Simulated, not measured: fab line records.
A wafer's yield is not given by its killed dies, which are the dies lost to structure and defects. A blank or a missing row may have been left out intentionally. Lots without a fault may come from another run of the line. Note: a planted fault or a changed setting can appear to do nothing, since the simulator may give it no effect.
fab line records -- flow sky130
[record] lots = 13, wafers = 37, last_day = 50
route steps=708 shown LOCAL_INTERCONNECT@387
lots untouched by any fault: they come from a run of this same line in which no faults occurred
start_h: hours from the record's first day to the start of the lot's first wafer shown -- wait_h: hours elapsed since this lot's preceding step -- " identical to the entry in the row above -- L1.1+2: a single row standing in for several wafers -- - no value, or no start was given -- * or withheld: withheld -- < > ~ a bound
route shown NAME@n: a module of which the file shows steps, and the number in the route of the first -- usual: mean and standard deviation over wafers with no fault -- same: alike in all rows -- chamber/n: place in a boat -- sites: each site's reading -- _std_site: the values' standard deviation -- _edge_site: inner sites' mean taken away from outer sites' mean -- radius_mm: for every site, how far away it sits from the centre of the wafer -- mask NAME#n: copy n -- behind: the tool/chamber that last shaped the wafer -- hold: why the lot went on hold/how many hours it stayed there/how the hold came to an end -- device: names the non-switching transistor (n, p or np) -- end of line: the same wafers' tests at the end of the route -- step lacking rows: just its recipe -- killed: at the first sort, the dies lost to defects and structure; wafer yield is something else -- map: the dies of a wafer, with x for killed, . for not killed, _ for no die there
set.NAME: the run value of the setting; set.NAME@STEP: its run value at that earlier step -- model.NAME: the simulator's own value behind a step, which no gauge read
the route's steps for a sample of lots (tables are steps, rows are wafers)
services: when a tool's chamber went out of use (start_h, in hours from the record's first day, below 0 if earlier), for how many hours, and the reason
[[steps]]
[step SKY_LOCAL_INTERCONNECT_SPUTTER_00]
[recipe] material = TiN, target_thk_nm = 100, temp_c = 300, power_w = 6500, time_s = 83.3, chamber_pressure_pa = 0.4
[usual] chamber_pressure_pa = 0.3999/0.00074, throttle_valve_pct = 29.3/0.86
lot.wafer,tool,chamber,start_h,wait_h,chamber_pressure_pa,throttle_valve_pct
L135.1,pvd_sputter-01,-,699.61,0.1,0.3999,29.0
L135.4,pvd_sputter-01,-,699.61,0.1,0.3993,28.3
L135.6,pvd_sputter-01,-,699.61,0.1,0.4002,28.3
L137.1,pvd_sputter-03,-,712.21,0.2,0.4008,28.5
L137.3,pvd_sputter-03,-,712.21,0.2,0.4006,31.0
L137.4,pvd_sputter-03,-,712.21,0.2,0.3994,30.1
L138.1,pvd_sputter-03,-,726.97,0.2,0.4009,31.0
L138.2,pvd_sputter-03,-,726.97,0.2,0.4011,29.9
L138.4,pvd_sputter-03,-,726.97,0.2,0.4003,28.7
L140.1,pvd_sputter-04,-,737.22,0.2,0.4009,28.7
L140.2,pvd_sputter-04,-,737.22,0.2,0.4002,30.1
L140.5,pvd_sputter-04,-,737.22,0.2,0.4007,28.6
L142.1,pvd_sputter-01,-,758.19,0.2,0.3991,28.6
L142.4,pvd_sputter-01,-,758.19,0.2,0.4007,30.2
L142.5,pvd_sputter-01,-,758.19,0.2,0.4001,29.2
L143.1,pvd_sputter-01,-,759.11,0.2,0.4008,29.4
L143.4,pvd_sputter-01,-,759.11,0.2,0.4005,29.0
L143.6,pvd_sputter-01,-,759.11,0.2,0.3995,30.1
L144.2,pvd_sputter-04,-,768.24,0.2,0.3998,27.9
L144.5,pvd_sputter-04,-,768.24,0.2,0.4006,29.7
L144.6,pvd_sputter-04,-,768.24,0.2,0.4004,28.7
L146.1,pvd_sputter-01,-,775.04,0.2,0.4010,29.0
L146.3,pvd_sputter-01,-,775.04,0.2,0.4000,30.1
L146.5,pvd_sputter-01,-,775.04,0.2,0.3998,30.0
L148.1,pvd_sputter-04,-,810.71,0.2,0.4001,29.9
L148.3,pvd_sputter-04,-,810.71,0.2,0.3985,29.1
L148.6,pvd_sputter-04,-,810.71,0.2,0.4004,29.0
L150.1,pvd_sputter-04,-,819.34,0.2,0.3994,29.8
L150.5,pvd_sputter-04,-,819.34,0.2,0.3995,28.5
L151.2,pvd_sputter-01,-,824.27,0.1,0.3991,29.6
L151.4,pvd_sputter-01,-,824.27,0.1,0.3997,29.0
L151.6,pvd_sputter-01,-,824.27,0.1,0.3995,29.2
L152.1,pvd_sputter-04,-,826.12,0.1,0.3995,28.9
L152.3,pvd_sputter-04,-,826.12,0.1,0.4010,29.8
L154.2,pvd_sputter-03,-,842.81,0.1,0.4013,28.7
L154.3,pvd_sputter-03,-,842.81,0.1,0.4000,29.3
L154.6,pvd_sputter-03,-,842.81,0.1,0.3997,29.7
[step SKY_LOCAL_INTERCONNECT_RS_MEAS_01]
[recipe] thk_meas_gauge = four-point-probe, reads = TiN_of_LOCAL_INTERCONNECT_SPUTTER_00
[usual] LOCAL_INTERCONNECT_TIN_RS = 14.12/0.14
lot.wafer,tool,chamber,start_h,wait_h,hold,LOCAL_INTERCONNECT_TIN_RS[ohm/sq]
L135.1,film_metro-03,-,699.67,0.0,-,14.28
L135.4,film_metro-03,-,699.67,0.0,-,14.23
L135.6,film_metro-03,-,699.67,0.0,-,14.31
L137.1,film_metro-04,-,712.27,0.0,-,14.00
L137.3,film_metro-04,-,712.27,0.0,-,13.91
L137.4,film_metro-04,-,712.27,0.0,-,13.92
L138.1,film_metro-04,-,727.03,0.0,-,14.04
L138.2,film_metro-04,-,727.03,0.0,-,14.08
L138.4,film_metro-04,-,727.03,0.0,-,14.14
L140.1,film_metro-04,-,737.28,0.0,-,14.11
L140.2,film_metro-04,-,737.28,0.0,-,14.17
L140.5,film_metro-04,-,737.28,0.0,-,14.11
L142.1,film_metro-01,-,758.25,0.0,-,13.88
L142.4,film_metro-01,-,758.25,0.0,-,14.07
L142.5,film_metro-01,-,758.25,0.0,-,14.08
L143.1,film_metro-04,-,759.17,0.0,-,14.09
L143.4,film_metro-04,-,759.17,0.0,-,14.03
L143.6,film_metro-04,-,759.17,0.0,-,14.07
L144.2,film_metro-03,-,768.32,0.1,-,14.17
L144.5,film_metro-03,-,768.32,0.1,-,14.25
L144.6,film_metro-03,-,768.32,0.1,-,14.35
L146.1,film_metro-01,-,775.10,0.0,-,14.09
L146.3,film_metro-01,-,775.10,0.0,-,14.06
L146.5,film_metro-01,-,775.10,0.0,-,14.12
L148.1,film_metro-03,-,810.77,0.0,-,14.33
L148.3,film_metro-03,-,810.77,0.0,-,14.08
L148.6,film_metro-03,-,810.77,0.0,-,14.10
L150.1,film_metro-04,-,819.42,0.0,await_dispo/0.2h/release,14.09
L150.5,film_metro-04,-,819.42,0.0,await_dispo/0.2h/release,25.05
L150.1,film_metro-04,-,819.70,0.3,-,14.06
L150.5,film_metro-04,-,819.70,0.3,-,25.08
L151.2,film_metro-03,-,824.36,0.1,-,14.22
L151.4,film_metro-03,-,824.36,0.1,-,14.21
L151.6,film_metro-03,-,824.36,0.1,-,14.18
L152.1,film_metro-04,-,826.19,0.0,await_dispo/0.2h/release,14.29
L152.3,film_metro-04,-,826.19,0.0,await_dispo/0.2h/release,26.13
L152.1,film_metro-04,-,826.47,0.3,-,14.31
L152.3,film_metro-04,-,826.47,0.3,-,26.08
L154.2,film_metro-04,-,842.89,0.1,-,14.11
L154.3,film_metro-04,-,842.89,0.1,-,14.28
L154.6,film_metro-04,-,842.89,0.1,-,14.16
[step SKY_LOCAL_INTERCONNECT_THK_MEAS_02]
[recipe] thk_meas_gauge = xrf, reads = TiN_of_LOCAL_INTERCONNECT_SPUTTER_00
[usual] LOCAL_INTERCONNECT_TIN_THK = 98.7/0.98
lot.wafer,tool,chamber,start_h,wait_h,hold,LOCAL_INTERCONNECT_TIN_THK[nm]
L135.1,film_metro-03,-,699.79,0.1,-,97.8
L135.4,film_metro-03,-,699.79,0.1,-,97.8
L135.6,film_metro-03,-,699.79,0.1,-,97.8
L137.1,film_metro-04,-,712.39,0.1,-,99.4
L137.3,film_metro-04,-,712.39,0.1,-,100.3
L137.4,film_metro-04,-,712.39,0.1,-,99.8
L138.1,film_metro-04,-,727.15,0.1,-,98.9
L138.2,film_metro-04,-,727.15,0.1,-,99.1
L138.4,film_metro-04,-,727.15,0.1,-,98.0
L140.1,film_metro-04,-,737.40,0.1,-,98.0
L140.2,film_metro-04,-,737.40,0.1,-,98.1
L140.5,film_metro-04,-,737.40,0.1,-,98.7
L142.1,film_metro-01,-,758.37,0.1,-,100.3
L142.4,film_metro-01,-,758.37,0.1,-,99.3
L142.5,film_metro-01,-,758.37,0.1,-,98.9
L143.1,film_metro-04,-,759.29,0.1,-,98.7
L143.4,film_metro-04,-,759.29,0.1,-,99.7
L143.6,film_metro-04,-,759.29,0.1,-,99.1
L144.2,film_metro-03,-,768.43,0.1,-,98.9
L144.5,film_metro-03,-,768.43,0.1,-,98.1
L144.6,film_metro-03,-,768.43,0.1,-,97.3
L146.1,film_metro-01,-,775.22,0.1,-,99.5
L146.3,film_metro-01,-,775.22,0.1,-,99.4
L146.5,film_metro-01,-,775.22,0.1,-,99.5
L148.1,film_metro-03,-,810.89,0.1,-,96.6
L148.3,film_metro-03,-,810.89,0.1,-,98.4
L148.6,film_metro-03,-,810.89,0.1,-,98.6
L150.1,film_metro-04,-,824.01,4.3,await_dispo/0.2h/release,98.4
L150.5,film_metro-04,-,824.01,4.3,await_dispo/0.2h/release,57.4
L150.1,film_metro-04,-,824.24,0.2,-,98.7
L150.5,film_metro-04,-,824.24,0.2,-,57.3
L151.2,film_metro-03,-,824.47,0.1,-,98.7
L151.4,film_metro-03,-,824.47,0.1,-,98.7
L151.6,film_metro-03,-,824.47,0.1,-,98.5
L152.1,film_metro-04,-,832.73,6.2,await_dispo/0.2h/release,97.1
L152.3,film_metro-04,-,832.73,6.2,await_dispo/0.2h/release,54.9
L152.1,film_metro-04,-,832.96,0.2,-,97.3
L152.3,film_metro-04,-,832.96,0.2,-,55.1
L154.2,film_metro-04,-,843.00,0.1,-,98.5
L154.3,film_metro-04,-,843.00,0.1,-,97.9
L154.6,film_metro-04,-,843.00,0.1,-,98.3
[step SKY_LOCAL_INTERCONNECT_METAL_ETCH_14]
[recipe] target_depth_nm = 110, stop_on = PSG, chemistry = Cl2/BCl3, target = TiN, resist_sidewall_deg = 88, pressure_mtorr = 10, icp_w = 900, bias_w = 48.5, Cl2_flow_sccm = 60, bcl3_flow_sccm = 30, time_s = 31.4
[usual] drypump_motor_current_A = 5.4/0.39, oes_product_au = 0.942/0.0064, throttle_valve_pct = 21.899/0.0096
lot.wafer,tool,chamber,start_h,wait_h,drypump_motor_current_A,oes_product_au,rf_hours_counter_h,throttle_valve_pct
L135.1,rie_metal-02,1,727.43,0.0,6.0,0.937,2,21.896
L135.4,rie_metal-02,0,727.43,0.0,5.7,0.938,-,21.912
L135.6,rie_metal-02,0,727.43,0.0,5.7,0.934,-,21.893
L137.1,rie_metal-02,0,740.08,0.0,5.7,0.951,9,21.883
L137.3,rie_metal-02,0,740.08,0.0,5.7,0.956,-,21.891
L137.4,rie_metal-02,1,740.08,0.0,6.0,0.954,-,21.892
L138.1,rie_metal-03,1,754.68,0.0,4.9,0.939,7,21.901
L138.2,rie_metal-03,0,754.68,0.0,5.1,0.946,13,21.888
L138.4,rie_metal-03,0,754.68,0.0,5.1,0.944,-,21.905
L140.1,rie_metal-03,0,765.07,0.0,5.1,0.936,13,21.908
L140.2,rie_metal-03,1,765.07,0.0,5.0,0.933,7,21.904
L140.5,rie_metal-03,0,765.07,0.0,5.1,0.945,-,21.891
L142.1,rie_metal-01,0,784.62,0.0,5.7,0.950,3,21.898
L142.4,rie_metal-01,1,784.62,0.0,5.2,0.945,-,21.891
L142.5,rie_metal-01,0,784.62,0.0,5.7,0.947,-,21.897
L143.1,rie_metal-02,1,785.84,0.0,6.0,0.936,4,21.891
L143.4,rie_metal-02,0,785.84,0.0,5.7,0.942,-,21.890
L143.6,rie_metal-02,0,785.84,0.0,5.7,0.934,-,21.896
L144.2,rie_metal-02,0,795.06,0.0,5.7,0.948,11,21.902
L144.5,rie_metal-02,0,795.06,0.0,5.7,0.938,-,21.894
L144.6,rie_metal-02,1,795.06,0.0,6.0,0.937,-,21.916
L146.1,rie_metal-02,0,802.02,0.0,5.7,0.944,11,21.903
L146.3,rie_metal-02,1,802.02,0.0,6.0,0.940,-,21.902
L146.5,rie_metal-02,0,802.02,0.0,5.7,0.942,-,21.896
L148.1,rie_metal-03,1,836.93,0.0,5.0,0.943,11,21.913
L148.3,rie_metal-03,1,836.93,0.0,4.9,0.939,-,21.904
L148.6,rie_metal-03,0,836.93,0.0,5.1,0.945,-,21.907
L150.1,rie_metal-02,0,845.93,0.0,5.7,0.949,13,21.889
L150.5,rie_metal-02,1,845.93,0.0,6.0,0.704,-,22.054
L151.2,rie_metal-02,1,850.52,0.0,6.0,0.934,6,21.912
L151.4,rie_metal-02,0,850.52,0.0,5.7,0.940,-,21.907
L151.6,rie_metal-02,1,850.52,0.0,6.0,0.932,-,21.896
L152.1,rie_metal-03,1,852.48,0.0,5.0,0.936,12,21.889
L152.3,rie_metal-03,0,852.48,0.0,5.1,0.692,-,22.067
L154.2,rie_metal-03,0,868.77,0.0,5.1,0.938,2,21.886
L154.3,rie_metal-03,1,868.77,0.0,5.0,0.929,-,21.917
L154.6,rie_metal-03,1,868.77,0.0,4.9,0.941,-,21.903
[[services]]
tool,chamber,start_h,hours,kind
rie_metal-02,-,681.95,0.7,repair
rie_metal-01,0,685.43,-,clean
rie_metal-01,0,685.43,16.6,scheduled_down
rie_metal-01,0,685.43,16.6,vent_cycle
pvd_sputter-03,-,768.61,11.9,repair
rie_metal-03,0,810.55,-,clean
rie_metal-03,0,810.55,21.1,scheduled_down
rie_metal-03,0,810.55,21.1,vent_cycle
rie_metal-02,-,817.24,1.4,pm
rie_metal-01,-,842.14,0.2,repair
pvd_sputter-01,-,855.56,1.3,repair
rie_metal-03,-,857.08,2.8,pm
[[key]]
[first_sign] step = SKY_LOCAL_INTERCONNECT_RS_MEAS_01, reading = visit, direction = added
[effect] step = SKY_LOCAL_INTERCONNECT_RS_MEAS_01, reading = LOCAL_INTERCONNECT_TIN_RS, direction = up, sigmas = 85, usual = 14.12, struck = 25.59
[effect] step = SKY_LOCAL_INTERCONNECT_THK_MEAS_02, reading = visit, direction = added
[effect] step = SKY_LOCAL_INTERCONNECT_THK_MEAS_02, reading = LOCAL_INTERCONNECT_TIN_THK, direction = down, sigmas = 43, usual = 98.7, struck = 56.1
[effect] step = SKY_LOCAL_INTERCONNECT_METAL_ETCH_14, reading = oes_product_au, direction = down, sigmas = 38, usual = 0.942, struck = 0.698
met_at SKY_LOCAL_INTERCONNECT_SPUTTER_00
struck_lots L150,L152
struck_wafers L150.5,L152.3
tester_left_out L150,L152
onset_between 810.71 819.34
[fault] kind = process_parameter_drift, tool = pvd_sputter-04, chamber = -, onset_h = 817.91, steps = SKY_LOCAL_INTERCONNECT_SPUTTER_00, channel = target_thk_nm, offset = -42.475, shape = step, end_h = 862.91, scope = struck_wafers_only, acts_in = these_recipes_only, stated = 100
// tester_left_out: of these lots the tester's yield and bins aren't shown, on N5 and GAA mostly nor the transistor test; their killed dies are dies lost to structure and defects alone, not to doping, threshold or leakage, so they don't give the yield
